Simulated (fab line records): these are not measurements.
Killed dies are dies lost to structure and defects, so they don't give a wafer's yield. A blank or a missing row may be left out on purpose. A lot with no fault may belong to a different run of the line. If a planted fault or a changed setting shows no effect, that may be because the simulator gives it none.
A lot that was struck, set against a sound lot || flow gf180mcu || 14 steps out of a route of 602
Sound: the wafers L711.3, L711.4, L711.5. Struck: wafer L706.4 (left out: L706.3, a lot-mate that was not struck); the cause follows at the end.
Each step with rows lists, per side, the tool, then ch with its chambers, then its first start. Under that, the readings that differ: sound wafers || struck wafers || difference of the means || sigmas: that difference in standard deviations of wafers without a fault.
alike: same words and numbers on both sides, and readings whose means sit less than 2 such deviations apart. not compared: any withheld reading, any reading some wafer has no value for, any bound like >300 that may hide the same value, and any number with overlapping values for which the record gives no deviation.
The two part at a step that has a row with sigmas, a row that says differs or no value, or rows on one side only. When numbers do not overlap yet have no deviation, they are printed without sigmas and do not part them. Lack of a reading on every wafer of one side parts them only where that side has two or more wafers.

first, 3 steps without rows for these wafers: GF_V3_STRIP_18 (strips in O2/N2); GF_V3_STRIP_19 (strips in post etch residue remover, time 1200 s); GF_V3_CLEAN_20 (cleans in DIW).
GF_V3_SPUTTER_21: material Ti, target thk 15 nm, time 80.02 s.
  struck on pvd sputter-02, day 26 14:46; sound on pvd sputter-02, day 28 04:34
  alike: chamber pressure pa, throttle valve pct
GF_V3_SPUTTER_22: material TiN, target thk 10 nm, time 40 s.
  struck on pvd sputter-02, day 26 14:49; sound on pvd sputter-02, day 28 04:38
  alike: chamber pressure pa, throttle valve pct
GF_V3_CVD_23: deposits W, target thk 350 nm, time 104.9 s.
  sound on cvd w-02 ch 0,1, day 28 04:43; struck on cvd w-01 ch 0, day 26 14:53
{"reading": "heater power w (W)", "sound": "882 891 894", "struck": 796, "difference": -93, "sigmas": -3}
GF_V3_RS_MEAS_24: the measuring method here is four-point-probe.
  struck on film metro-04, day 26 15:01; sound on film metro-03, day 28 04:50
  alike: V3_W_RS
GF_V3_THK_MEAS_25: measures by xrf.
  struck on film metro-04, day 26 15:07; sound on film metro-03, day 28 04:56
  alike: V3_W_THK
then, 3 steps without rows for these wafers: GF_V3_CMP_26 (polishes, stops on SiO2, t overpolish 15 s, target thk 0 nm); GF_M4_SPUTTER_00 (material Ti, target thk 37.5 nm, time 150 s); GF_M4_SPUTTER_01 (material TiN, target thk 30 nm, time 25 s).
GF_M4_SPUTTER_02: material AlCu, target thk 450 nm, time 23.9 s.
  struck on pvd sputter-02, day 26 15:35; sound on pvd sputter-01, day 28 05:24
  alike: chamber pressure pa, throttle valve pct
GF_M4_SPUTTER_03: material Ti, target thk 10 nm, time 6.7 s.
  struck on pvd sputter-02, day 26 15:37; sound on pvd sputter-01, day 28 05:26
{"reading": "model.Ti_of_M4_SPUTTER_03.thk nm (nm)", "sound": "10 9.846 9.899", "struck": 13.34, "difference": "+3.43", "sigmas": ""}
  alike: chamber pressure pa, throttle valve pct
GF_M4_SPUTTER_04: material TiN, target thk 50 nm, time 41.7 s.
  struck on pvd sputter-02, day 26 15:38; sound on pvd sputter-01, day 28 05:27
  alike: chamber pressure pa, throttle valve pct

## WHERE THEY PART
At GF_V3_CVD_23 and nowhere else, as far as this record goes. Later steps at which nothing parts them and some readings are alike: GF_V3_RS_MEAS_24, GF_V3_THK_MEAS_25, GF_M4_SPUTTER_02, GF_M4_SPUTTER_03, GF_M4_SPUTTER_04.

WHY: whatever the simulator had introduced
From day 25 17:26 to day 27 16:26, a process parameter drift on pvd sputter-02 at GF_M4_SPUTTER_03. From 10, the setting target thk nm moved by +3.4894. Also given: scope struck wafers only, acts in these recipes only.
